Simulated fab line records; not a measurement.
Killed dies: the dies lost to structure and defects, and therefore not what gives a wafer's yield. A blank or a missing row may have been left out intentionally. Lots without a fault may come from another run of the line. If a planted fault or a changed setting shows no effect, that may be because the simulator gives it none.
Matching of chambers    flow gf180mcu    GF_STI_CMP_25 on cmp-01: 4 sister chambers
The step polishes, stops on Si3N4, t overpolish 33 s, target thk 524.6 nm. 8 wafers are shown with their chamber, then 9 later ones without.

== EACH WAFER AND ITS CHAMBER ==
wafer   chamber  motorCurrentA (A)  slurryFlowMlMin
L276.5  2        12.6               150.4
L276.6  1        14.0               150.4
L282.1  0        12.1               149.5
L282.2  2        12.2               149.6
L282.5  3        11.8               150.5
L290.1  3        11.0               150.0
L290.2  0        12.0               150.1
L290.3  1        13.8               151.0

== WAFERS MISSING THEIR CHAMBER ==
wafer   motorCurrentA (A)  slurryFlowMlMin
L291.1  12.8               150.6
L291.2  10.6               150.1
L291.3  13.8               150.1
L293.3  11.5               150.3
L293.5  14.6               150.0
L293.6  12.3               149.7
L294.2  12.2               150.0
L294.3  11.4               149.3
L294.5  12.6               149.9

== THE CHAMBER EACH PASSED THROUGH ==
wafer   from the rows above           in truth
L291.1  can't be placed: 2 or 0 or 1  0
L291.2  3                             3
L291.3  1                             1
L293.3  can't be placed: 3 or 0       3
L293.5  1                             1
L293.6  can't be placed: 2 or 0       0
L294.2  can't be placed: 2 or 0 or 3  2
L294.3  can't be placed: 3 or 0 or 2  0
L294.5  can't be placed: 2 or 0       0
Correct placement for 3 of the 9. These rows do not allow placing 6 (true chamber among the candidates in 6). Placed wrongly: 0.
How it was worked out, from the rows above alone: a wafer's distance from a chamber is the root of the sum, over the readings, of the square of ((its reading less the chamber's mean) divided by the reading's scatter). If the next closest chamber is less than 2 further off than the closest, the wafer can't be placed; otherwise it belongs to the closest. Each chamber's mean is taken over the wafers shown for it. How the scatter is found: for the shown wafers, subtract from each reading the mean of its chamber, square and add these, divide the total by (wafers less chambers), then take the root.
